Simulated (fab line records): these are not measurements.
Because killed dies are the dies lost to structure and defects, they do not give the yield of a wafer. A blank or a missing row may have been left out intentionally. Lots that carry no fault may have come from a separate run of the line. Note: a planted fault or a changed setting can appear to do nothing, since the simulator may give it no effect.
fab line records	flow gf180mcu
[record] lots = 5	wafers = 15	last-day = 34
route steps=602 shown SALICIDE@282 CONTACT@287
lots that met no fault: from a run of the same line without faults
start-h: the number of hours between the record's first day and the start of the first shown wafer of the lot	wait-h: hours from the lot's prior step to this one	" identical to the entry in the row above	L1.1+2: a row that stands for several wafers	- no value, or no start was given	* or withheld: withheld	< > ~ a bound
route shown NAME@n: NAME is a module with steps in the file, n the number in the route of the first one	usual: mean/standard deviation of fault-free wafers	same: alike in all rows	chamber/n: place in a boat	sites: per-site readings	_std_site: the values' standard deviation	_edge_site: the outer-site mean with the inner-site mean subtracted	radius-mm: for every site, how far away it sits from the centre of the wafer	mask NAME#n: copy n	behind: tool/chamber where the wafer was last shaped	hold: why the lot went on hold/how many hours it stayed there/how the hold came to an end	device: the transistor (n, p or np) that didn't switch	end of line: at the end of the route, the tests of the same wafers	step lacking rows: just its recipe	killed: dies lost to structure and defects at the first sort, not the wafer's yield	map: the dies of a wafer, with x for killed, . for not killed, _ for no die there
set.NAME: the run value of the setting; set.NAME@STEP: its run value at that earlier step	model.NAME: the simulator's own value behind a step, which no gauge read
lots at some steps of the route; a table a step, a row a wafer
services: from which hour (start-h, from the record's first day; less than 0 if before it) a tool's chamber was out of use, for how many hours, and why
[[steps]]
[step GF_SALICIDE_RS_MEAS_04]
[recipe] thk-meas-gauge = four-point-probe	reads = TiN_of_SALICIDE_SPUTTER_03+Co_of_SALICIDE_SPUTTER_02
[usual] SALICIDE_TIN_RS = 16.3/0.32
lot.wafer	tool	chamber	start-h	wait-h	SALICIDE_TIN_RS[ohm/sq]
L078.2	film-metro-03	-	376.74	0.0	16.1
L078.4	"	-	"	"	16.1
L078.5	"	-	"	"	16.0
L079.3	film-metro-01	-	383.31	0.1	16.4
L079.4	"	-	"	"	16.1
L079.5	"	-	"	"	16.4
L082.2	film-metro-03	-	416.83	0.0	16.4
L082.3	"	-	"	"	16.0
L082.5	"	-	"	"	16.0
L090.3	film-metro-02	-	479.74	0.1	15.8
L090.4	"	-	"	"	15.9
L090.5	"	-	"	"	16.4
L094.1	film-metro-02	-	515.28	0.0	16.1
L094.2	"	-	"	"	16.2
L094.5	"	-	"	"	16.5
[step GF_SALICIDE_THK_MEAS_05]
[recipe] thk-meas-gauge = xrf	reads = TiN_of_SALICIDE_SPUTTER_03
[usual] SALICIDE_TIN_THK = 19.95/0.25
lot.wafer	tool	chamber	start-h	wait-h	SALICIDE_TIN_THK[nm]
L078.2	film-metro-03	-	376.85	0.1	19.66
L078.4	"	-	"	"	19.78
L078.5	"	-	"	"	19.79
L079.3	film-metro-01	-	383.41	0.1	19.93
L079.4	"	-	"	"	20.15
L079.5	"	-	"	"	20.17
L082.2	film-metro-03	-	416.94	0.1	19.97
L082.3	"	-	"	"	20.25
L082.5	"	-	"	"	20.15
L090.3	film-metro-02	-	479.84	0.1	19.94
L090.4	"	-	"	"	20.28
L090.5	"	-	"	"	20.12
L094.1	film-metro-02	-	515.40	0.1	20.15
L094.2	"	-	"	"	20.05
L094.5	"	-	"	"	20.22
[step GF_SALICIDE_RTA_06]
[recipe] temp-c = 530	time-s = 30	ambient = N2
[usual] lamp-power-pct = 7.04/0.17	wafer_temp_C_max = 532.7/0.54
lot.wafer	tool	chamber	start-h	wait-h	lamp-power-pct	wafer_temp_C_max
L078.2	rtp-anneal-02	0	376.92	0.1	6.92	532.5
L078.4	"	0	"	"	6.91	531.9
L078.5	"	0	"	"	6.93	532.7
L079.3	rtp-anneal-02	0	383.48	0.1	6.91	532.1
L079.4	"	0	"	"	6.91	531.7
L079.5	"	0	"	"	6.92	533.3
L082.2	rtp-anneal-01	0	417.00	0.1	7.25	533.2
L082.3	"	0	"	"	7.26	532.9
L082.5	"	0	"	"	7.26	532.7
L090.3	rtp-anneal-01	0	479.91	0.1	7.26	533.9
L090.4	"	0	"	"	7.27	533.0
L090.5	"	0	"	"	7.25	532.4
L094.1	rtp-anneal-01	0	515.46	0.1	7.26	534.0
L094.2	"	0	"	"	7.26	532.4
L094.5	"	0	"	"	7.25	533.1
[step GF_SALICIDE_WET_ETCH_07]
[recipe] chemistry = SPM	target-depth-nm = 120	dry = n2-spin
lot.wafer	tool	chamber	start-h	wait-h
L078.2+4+5	wet-bench-02	3	377.00	0.1
L079.3+4+5	wet-bench-02	1	383.55	0.1
L082.2+3+5	wet-bench-01	2	417.09	0.1
L090.3+4+5	wet-bench-01	0	479.98	0.1
L094.1+2+5	wet-bench-03	1	515.56	0.1
[step GF_SALICIDE_RTA_08]
[recipe] temp-c = 800	time-s = 30	ambient = N2
[usual] lamp-power-pct = 19.9/0.43	wafer_temp_C_max = 804.0/0.82
lot.wafer	tool	chamber	start-h	wait-h	lamp-power-pct	wafer_temp_C_max
L078.2	rtp-anneal-01	0	377.11	0.0	20.1	803.0
L078.4	"	0	"	"	20.1	803.0
L078.5	"	0	"	"	20.1	803.6
L079.3	rtp-anneal-01	0	383.68	0.0	20.2	803.3
L079.4	"	0	"	"	20.2	803.2
L079.5	"	0	"	"	20.2	805.0
L082.2	rtp-anneal-02	0	417.19	0.0	19.2	803.3
L082.3	"	0	"	"	19.2	803.5
L082.5	"	0	"	"	19.2	803.3
L090.3	rtp-anneal-02	0	480.11	0.0	19.2	803.8
L090.4	"	0	"	"	19.2	804.7
L090.5	"	0	"	"	19.2	803.2
L094.1	rtp-anneal-02	0	515.65	0.0	19.2	802.9
L094.2	"	0	"	"	19.2	805.6
L094.5	"	0	"	"	19.2	804.1
[step GF_CONTACT_CVD_00]
[recipe] material = SiO2	target-thk-nm = 300	sigma-open-frac = 0.3	temp-c = 400	time-s = 50	sih4-flow-sccm = 60	pressure-mtorr = 6
[usual] sih4-flow-sccm = 60.04/0.17
lot.wafer	tool	chamber	start-h	wait-h	sih4-flow-sccm
L078.2	hdpcvd-02	1	377.19	0.1	60.08
L078.4	"	0	"	"	60.20
L078.5	"	2	"	"	60.01
L079.3	hdpcvd-02	1	383.75	0.1	59.88
L079.4	"	1	"	"	59.77
L079.5	"	2	"	"	59.90
L082.2	hdpcvd-02	1	417.28	0.1	60.02
L082.3	"	2	"	"	59.67
L082.5	"	2	"	"	59.79
L090.3	hdpcvd-01	0	480.18	0.1	60.10
L090.4	"	1	"	"	59.97
L090.5	"	2	"	"	59.96
L094.1	hdpcvd-02	2	515.75	0.1	60.04
L094.2	"	1	"	"	60.12
L094.5	"	1	"	"	60.02
[step GF_CONTACT_THK_MEAS_01]
[recipe] reads = SiO2_of_CONTACT_CVD_00
[usual] CONTACT_CVD_00_THK = 299/3.7
lot.wafer	tool	chamber	start-h	wait-h	CONTACT_CVD_00_THK[nm]
L078.2	film-metro-01	-	377.25	0.0	305
L078.4	"	-	"	"	300
L078.5	"	-	"	"	299
L079.3	film-metro-01	-	383.81	0.0	305
L079.4	"	-	"	"	299
L079.5	"	-	"	"	302
L082.2	film-metro-04	-	417.33	0.0	299
L082.3	"	-	"	"	295
L082.5	"	-	"	"	292
L090.3	film-metro-01	-	480.24	0.0	299
L090.4	"	-	"	"	296
L090.5	"	-	"	"	298
L094.1	film-metro-01	-	515.80	0.0	297
L094.2	"	-	"	"	304
L094.5	"	-	"	"	305
[step GF_CONTACT_CVD_02]
[recipe] material = SiO2	target-thk-nm = 860	precursor = TEOS	temp-c = 400	time-s = 95.992	rf-w = 600
[usual] heater-power-outer-w = 383/54	heater-power-w = 663/76
lot.wafer	tool	chamber	start-h	wait-h	heater-power-outer-w	heater-power-w
L078.2	pecvd-04	1	377.30	0.0	372	608
L078.4	"	0	"	"	303	572
L078.5	"	1	"	"	285	493
L079.3	pecvd-01	1	383.89	0.1	414	696
L079.4	"	0	"	"	369	649
L079.5	"	1	"	"	303	562
L082.2	pecvd-01	0	417.38	0.0	374	653
L082.3	"	1	"	"	402	645
L082.5	"	0	"	"	424	722
L090.3	pecvd-01	0	480.28	0.0	375	670
L090.4	"	0	"	"	429	736
L090.5	"	2	"	"	368	607
L094.1	pecvd-04	0	515.86	0.1	387	672
L094.2	"	1	"	"	377	621
L094.5	"	2	"	"	361	649
[step GF_CONTACT_THK_MEAS_03]
[recipe] reads = SiO2_of_CONTACT_CVD_02
[usual] CONTACT_CVD_02_THK = 856/11
lot.wafer	tool	chamber	start-h	wait-h	CONTACT_CVD_02_THK[nm]
L078.2	film-metro-04	-	377.38	0.0	860
L078.4	"	-	"	"	873
L078.5	"	-	"	"	862
L079.3	film-metro-01	-	383.98	0.1	849
L079.4	"	-	"	"	860
L079.5	"	-	"	"	854
L082.2	film-metro-03	-	417.46	0.0	849
L082.3	"	-	"	"	849
L082.5	"	-	"	"	866
L090.3	film-metro-03	-	480.37	0.1	836
L090.4	"	-	"	"	854
L090.5	"	-	"	"	860
L094.1	film-metro-03	-	515.93	0.0	862
L094.2	"	-	"	"	852
L094.5	"	-	"	"	861
[step GF_CONTACT_CMP_04]
[recipe] material = SiO2	down-force-psi = 4	platen-rpm = 60	pad-velocity-m-s = 0.94248
[usual] motor-current-A = 11.8/0.92	time-to-endpoint-s = 109/6.6
lot.wafer	tool	chamber	start-h	wait-h	motor-current-A	time-to-endpoint-s
L078.4	cmp-01	3	377.43	0.0	11.3	110
L078.2	"	2	"	"	11.8	100
L078.5	"	3	"	"	11.4	101
L079.4	cmp-02	1	384.47	0.5	10.5	124
L079.3	"	3	"	"	14.0	111
L079.5	"	1	"	"	10.7	119
L082.2	cmp-02	2	417.56	0.1	10.8	101
L082.3	"	0	"	"	12.6	110
L082.5	"	1	"	"	10.8	119
L090.4	cmp-02	3	480.44	0.1	13.4	106
L090.3	"	0	"	"	11.4	100
L090.5	"	0	"	"	12.5	109
L094.1	cmp-01	0	516.04	0.1	11.6	113
L094.2	"	1	"	"	12.6	108
L094.5	"	0	"	"	11.3	110
[step GF_CONTACT_BOW_MEAS_05]
[recipe] mode = bow
[usual] CONTACT_BOW = 64/6.2
lot.wafer	tool	chamber	start-h	wait-h	CONTACT_BOW[um]
L078.2	film-metro-04	-	377.75	0.1	52
L078.4	"	-	"	"	72
L078.5	"	-	"	"	68
L079.3	film-metro-04	-	384.81	0.2	60
L079.4	"	-	"	"	73
L079.5	"	-	"	"	64
L082.2	film-metro-01	-	417.83	0.2	70
L082.3	"	-	"	"	60
L082.5	"	-	"	"	63
L090.3	film-metro-03	-	480.78	0.2	67
L090.4	"	-	"	"	71
L090.5	"	-	"	"	63
L094.1	film-metro-04	-	516.29	0.2	64
L094.2	"	-	"	"	68
L094.5	"	-	"	"	64
[step GF_CONTACT_DEHYDRATE_06]
[recipe] temp-c = 200	time-s = 60
lot.wafer	tool	chamber	start-h	wait-h
L078.2+4+5	litho-track-01	0	388.46	10.7
L079.3+4+5	litho-track-04	0	395.89	11.1
L082.2+3+5	litho-track-01	0	429.46	11.6
L090.3+4+5	litho-track-01	0	491.83	11.0
L094.1+2+5	litho-track-04	0	527.38	11.1
[step GF_CONTACT_HMDS_07]
[recipe] prime-time-s = 60	prime-temp-c = 120
lot.wafer	tool	chamber	start-h	wait-h
L078.2+4+5	litho-track-01	0	388.61	0.1
L079.3+4+5	litho-track-04	0	396.04	0.1
L082.2+3+5	litho-track-01	0	429.61	0.1
L090.3+4+5	litho-track-01	0	491.98	0.1
L094.1+2+5	litho-track-04	0	527.53	0.1
[step GF_CONTACT_COAT_08]
[recipe] resist = BARC	temp-c = withheld	time-s = withheld	spin-rpm = withheld	resist-thk-nm = withheld
lot.wafer	tool	chamber	start-h	wait-h
L078.2+4+5	litho-track-01	0	388.76	0.1
L079.3+4+5	litho-track-04	0	396.19	0.1
L082.2+3+5	litho-track-01	0	429.76	0.1
L090.3+4+5	litho-track-01	0	492.13	0.1
L094.1+2+5	litho-track-04	0	527.68	0.1
[step GF_CONTACT_COAT_09]
[recipe] resist = KrF	spin-rpm = withheld	resist-thk-nm = 1000
lot.wafer	tool	chamber	start-h	wait-h
L078.2+4+5	litho-track-01	0	-	-
L079.3+4+5	litho-track-04	0	-	-
L082.2+3+5	litho-track-01	0	-	-
L090.3+4+5	litho-track-01	0	-	-
L094.1+2+5	litho-track-04	0	-	-
[step GF_CONTACT_SOFTBAKE_10]
[recipe] temp-c = 130	time-s = 60	resist = KrF
lot.wafer	tool	chamber	start-h	wait-h
L078.2+4+5	litho-track-01	0	-	-
L079.3+4+5	litho-track-04	0	-	-
L082.2+3+5	litho-track-01	0	-	-
L090.3+4+5	litho-track-01	0	-	-
L094.1+2+5	litho-track-04	0	-	-
[step GF_CONTACT_EXPOSE_11]
[recipe] mask-id = Contact	target-cd-nm = 220	na = 0.68	source-shape = conventional	sigma-outer = 0.6	dose-mj = 38
[usual] stage-vel-mm-s = 499.98/0.3
lot.wafer	tool	chamber	start-h	wait-h	mask	stage-vel-mm-s
L078.2	krf-scanner-01	0	-	-	Contact#0	500.06
L078.4	"	0	"	"	Contact#0	499.99
L078.5	"	0	"	"	Contact#0	500.03
L079.3	krf-scanner-01	0	-	-	Contact#0	500.37
L079.4	"	0	"	"	Contact#0	500.13
L079.5	"	0	"	"	Contact#0	500.26
L082.2	krf-scanner-02	0	-	-	Contact#0	500.18
L082.3	"	0	"	"	Contact#0	499.98
L082.5	"	0	"	"	Contact#0	500.14
L090.3	krf-scanner-02	0	-	-	Contact#0	500.12
L090.4	"	0	"	"	Contact#0	499.83
L090.5	"	0	"	"	Contact#0	499.86
L094.1	krf-scanner-01	0	-	-	Contact#0	499.91
L094.2	"	0	"	"	Contact#0	500.28
L094.5	"	0	"	"	Contact#0	500.18
[[services]]
tool	chamber	start-h	hours	kind
krf-scanner-01	-	357.13	1.3	pm
pecvd-01	-	359.38	4.3	pm
krf-scanner-01	-	360.04	0.8	pm
pecvd-04	2	363.60	4.3	repair
krf-scanner-02	-	365.85	0.8	pm
pecvd-01	-	366.86	1.0	repair
krf-scanner-02	-	375.13	1.3	pm
pecvd-01	2	383.52	5.1	repair
cmp-01	-	383.74	12.0	pm
krf-scanner-01	-	384.49	0.8	pm
hdpcvd-02	0	393.80	4.4	repair
cmp-02	-	396.82	7.0	pm
cmp-01	-	399.74	0.4	repair
cmp-02	-	404.05	4.0	pm
krf-scanner-02	-	408.20	4.7	repair
pecvd-01	-	411.40	0.8	pm
cmp-01	-	411.89	3.2	pm
rtp-anneal-02	-	438.49	3.6	pm
cmp-02	-	439.63	6.9	pm
hdpcvd-02	-	461.98	5.5	pm
cmp-02	-	476.84	2.7	repair
krf-scanner-01	-	487.63	1.0	pm
pecvd-01	2	493.08	24.6	repair
cmp-02	-	520.13	12.4	pm
[[key]]
fault none
